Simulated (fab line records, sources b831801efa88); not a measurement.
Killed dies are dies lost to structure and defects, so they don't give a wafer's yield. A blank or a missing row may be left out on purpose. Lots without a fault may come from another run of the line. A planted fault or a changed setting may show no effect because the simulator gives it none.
Problem report in the 8D (eight disciplines) form, filled by code | flow gf180mcu | the parts of the form that need people (team, actions taken, sign-off) are left out

1. THE PROBLEM
rf_fwd_power_W at GF_M5_ETCH_09 reads a mean of 658 W on 6 wafers of 2 lots; wafers without a fault read 785 W with a standard deviation of 4.4. That is -29 standard deviations from the usual mean.
The step: etches Si3N4 in CF4/O2, target depth 52 nm, time 11.6 s.
First seen on wafer L792.1, day 27 06:56, on rie_diel-04. The record holds 18 wafers of 6 lots with a number at this step. Rule for "out", or "out of limits": more than 4 standard deviations from the usual mean. The other wafers with a number count as sound.

2. WHAT IT IS AND WHAT IT IS NOT
question                    | is                             | is not
which readings at this step | rf_fwd_power_W, oes_product_au | drypump_motor_current_A
which lots                  | L792, L793                     | L801, L804, L806, L810
which wafers of those lots  | all that have a number         | -
read on which tools         | rie_diel-04                    | rie_diel-02
when                        | from day 27 06:56              | up to then (0 sound wafers); but 12 sound wafers of L801, L804, L806, L810 came after

3. SUSPECTS, AND WHAT RULES EACH OUT
Counting: a tool at a process step up to the reading stays a suspect if it ran every lot that is out and no sound lot after the first of them.
- rie_diel-04 at GF_M5_ETCH_09 (etches Si3N4 in CF4/O2, target depth 52 nm, time 11.6 s): ruled out as a lasting fault. Sound lots L806, L810 ran on it after its first lot that is out, L792 (day 27 06:56).
Left after counting: nothing in the record.

4. THE CAUSE (what the simulator had put in)
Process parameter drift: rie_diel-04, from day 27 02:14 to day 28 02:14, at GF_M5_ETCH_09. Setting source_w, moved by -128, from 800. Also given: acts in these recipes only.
Counting ruled it out, wrongly.

5. THE CHAIN OF EFFECTS, in route order
Each row: a reading whose mean over the struck wafers that have a number lies more than 3 standard deviations from the usual. Only readings for which the record gives a usual standard deviation are gone through. hours: the time from each lot's start at the first step in this table that gives one to its start at this step, as a median over the lots. sigmas: the change in usual standard deviations.
hours | step          | reading        | usual      | on struck wafers | change | sigmas
0     | GF_M5_ETCH_09 | oes_product_au | 0.998 a.u. | 0.915            | -0.083 | -9.5
0     | GF_M5_ETCH_09 | rf_fwd_power_W | 785 W      | 658              | -126   | -29
The process steps in it:
- GF_M5_ETCH_09: etches Si3N4 in CF4/O2, target depth 52 nm, time 11.6 s.

6. WHAT WOULD HAVE CAUGHT IT SOONER
In this record the first reading out of limits was taken at day 27 06:56, 5 hours after the fault began at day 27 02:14.
